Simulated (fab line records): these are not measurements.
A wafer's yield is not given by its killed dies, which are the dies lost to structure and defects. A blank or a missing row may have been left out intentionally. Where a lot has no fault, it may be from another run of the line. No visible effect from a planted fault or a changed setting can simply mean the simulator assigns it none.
Check for tools in common + flow sky130 + Sampled: 12 lots, 36 wafers

REASON FOR OPENING
At SKY_NWELL_RS_MEAS_29 the reading NWELL_RS is flagged on 2 of 12 lots. Fault-free wafers read 625.2 ohm/sq, with a standard deviation of 1.7.
Rule: a lot is flagged in two cases, either no wafer of it has a number, or all its wafers with numbers fall more than 4 standard deviations from that mean. As for the other lots, they are considered sound.

| lot  | measured     | on            | NWELL_RS (ohm/sq), wafer by wafer | flag    |
|------|--------------|---------------|-----------------------------------|---------|
| L270 | day 5 20:13  | film_metro-01 | 626.7 627.3 625.4                 |         |
| L272 | day 6 09:29  | film_metro-02 | 626.4 624.6 625.2                 |         |
| L273 | day 6 21:20  | film_metro-01 | 626.2 625.9 625.0                 |         |
| L274 | day 7 00:31  | film_metro-03 | 624.7 623.5 624.0                 |         |
| L275 | day 7 02:41  | film_metro-03 | 625.8 626.6 626.1                 |         |
| L276 | day 7 08:12  | film_metro-01 | 625.1 624.1 626.1                 |         |
| L277 | day 7 17:22  | film_metro-01 | 638.4 637.6 634.2                 | FLAGGED |
| L281 | day 8 16:20  | film_metro-03 | 635.7 633.4 632.9                 | FLAGGED |
| L283 | day 9 04:24  | film_metro-03 | 628.9 628.2 628.6                 |         |
| L284 | day 9 08:28  | film_metro-01 | 621.4 624.0 624.4                 |         |
| L286 | day 9 19:50  | film_metro-02 | 624.8 624.8 623.9                 |         |
| L290 | day 10 19:06 | film_metro-02 | 627.0 625.5 626.1                 |         |
On average the flagged lots' numbers are 635.4 ohm/sq, which is +10.2 ohm/sq against the usual, or +6 standard deviations.

WHICH TOOL EACH LOT WENT THROUGH
3 process steps preceding the reading are held in the record, out of 708 steps in the route. Read each cell as the tool, then ch plus the chambers that the sampled wafers visited, then the start.
| lot  | flag    | SKY_FIELD_ISO_STRIP_16              | SKY_FIELD_ISO_CMP_27         | SKY_NWELL_IMPLANT_13           |
|------|---------|-------------------------------------|------------------------------|--------------------------------|
| L270 |         | plasma_asher-03 ch 0,1, day 2 16:55 | cmp-01 ch 0,1,3, day 2 21:46 | implanter-04 ch 0, day 5 02:05 |
| L272 |         | plasma_asher-03 ch 0,1, day 3 01:13 | cmp-02 ch 0,3, day 3 07:05   | implanter-04 ch 0, day 5 13:31 |
| L273 |         | plasma_asher-03 ch 0,1, day 3 10:54 | cmp-02 ch 1,3, day 3 16:23   | implanter-02 ch 0, day 6 00:43 |
| L274 |         | plasma_asher-04 ch 0,1, day 3 14:08 | cmp-02 ch 0,3, day 3 18:13   | implanter-01 ch 0, day 6 04:04 |
| L275 |         | plasma_asher-04 ch 0,1, day 3 16:51 | cmp-01 ch 0,1, day 3 22:52   | implanter-01 ch 0, day 6 06:12 |
| L276 |         | plasma_asher-04 ch 0,1, day 3 21:32 | cmp-01 ch 0,1,2, day 4 02:34 | implanter-04 ch 0, day 6 11:45 |
| L277 | FLAGGED | plasma_asher-03 ch 0,1, day 4 04:18 | cmp-01 ch 0,1,2, day 4 08:16 | implanter-01 ch 0, day 6 20:35 |
| L281 | FLAGGED | plasma_asher-04 ch 0,1, day 5 00:04 | cmp-01 ch 0,2,3, day 5 04:52 | implanter-01 ch 0, day 7 19:03 |
| L283 |         | plasma_asher-01 ch 0,1, day 5 11:18 | cmp-01 ch 0,1,2, day 5 15:14 | implanter-02 ch 0, day 8 06:18 |
| L284 |         | plasma_asher-03 ch 0,1, day 5 15:59 | cmp-01 ch 0,2, day 5 19:59   | implanter-02 ch 0, day 8 10:50 |
| L286 |         | plasma_asher-03 ch 0,1, day 6 02:49 | cmp-02 ch 1,2,3, day 6 06:11 | implanter-02 ch 0, day 8 21:57 |
| L290 |         | plasma_asher-01 ch 0,1, day 6 23:30 | cmp-02 ch 0,1,2, day 7 03:52 | implanter-04 ch 0, day 9 21:10 |
What these steps do:
- SKY_FIELD_ISO_STRIP_16: strips in O2/N2.
- SKY_FIELD_ISO_CMP_27: polishes, stops on Si3N4, t overpolish 16 s, target thk 457.8 nm.
- SKY_NWELL_IMPLANT_13
- SKY_NWELL_RS_MEAS_29: measures by four-point-probe.

FLAGGED AGAINST TOTAL, ONE TOOL AT A TIME (gauges that did the reading follow at the end)
| step                   | tool            | lots run | flagged | share of the flagged lots | sound lots run after its first flagged lot |
|------------------------|-----------------|----------|---------|---------------------------|--------------------------------------------|
| SKY_FIELD_ISO_STRIP_16 | plasma_asher-01 | 2        | 0       | none                      | -                                          |
| SKY_FIELD_ISO_STRIP_16 | plasma_asher-03 | 6        | 1       | some                      | 2 (L284,L286)                              |
| SKY_FIELD_ISO_STRIP_16 | plasma_asher-04 | 4        | 1       | some                      | 0                                          |
| SKY_FIELD_ISO_CMP_27   | cmp-01          | 7        | 2       | all                       | 2 (L283,L284)                              |
| SKY_FIELD_ISO_CMP_27   | cmp-02          | 5        | 0       | none                      | -                                          |
| SKY_NWELL_IMPLANT_13   | implanter-01    | 4        | 2       | all                       | 0                                          |
| SKY_NWELL_IMPLANT_13   | implanter-02    | 4        | 0       | none                      | -                                          |
| SKY_NWELL_IMPLANT_13   | implanter-04    | 4        | 0       | none                      | -                                          |
| SKY_NWELL_RS_MEAS_29   | film_metro-01   | 5        | 1       | some                      | 1 (L284)                                   |
| SKY_NWELL_RS_MEAS_29   | film_metro-02   | 3        | 0       | none                      | -                                          |
| SKY_NWELL_RS_MEAS_29   | film_metro-03   | 4        | 1       | some                      | 1 (L283)                                   |

WHAT THE TABLE ALLOWS
Every flagged lot went through 2 rows of the table: cmp-01 at SKY_FIELD_ISO_CMP_27 and implanter-01 at SKY_NWELL_IMPLANT_13.
- cmp-01 at SKY_FIELD_ISO_CMP_27 ran 7 lots, 2 of them flagged. After the first flagged lot (L283, L284), sound lots still ran on it; a lasting fault on the whole tool would not permit that.
- implanter-01 at SKY_NWELL_IMPLANT_13 ran 4 lots, 2 of them flagged. It ran its last sound lot, L275, at day 6 06:12 and its first flagged lot, L277, at day 6 20:35: a fault with its onset between the two fits. Its own readings lie more than 4 standard deviations out on every wafer of the flagged lots: dose_ions_cm2, faraday_current_uA.
Just one tool remains: implanter-01 at SKY_NWELL_IMPLANT_13.

WHAT THE SIMULATOR HAD INSERTED
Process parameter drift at SKY_NWELL_IMPLANT_13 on implanter-01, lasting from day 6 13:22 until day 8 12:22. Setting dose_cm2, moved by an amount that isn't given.
Lots struck among those shown: L277, L281. The rule given above showed the same thing.
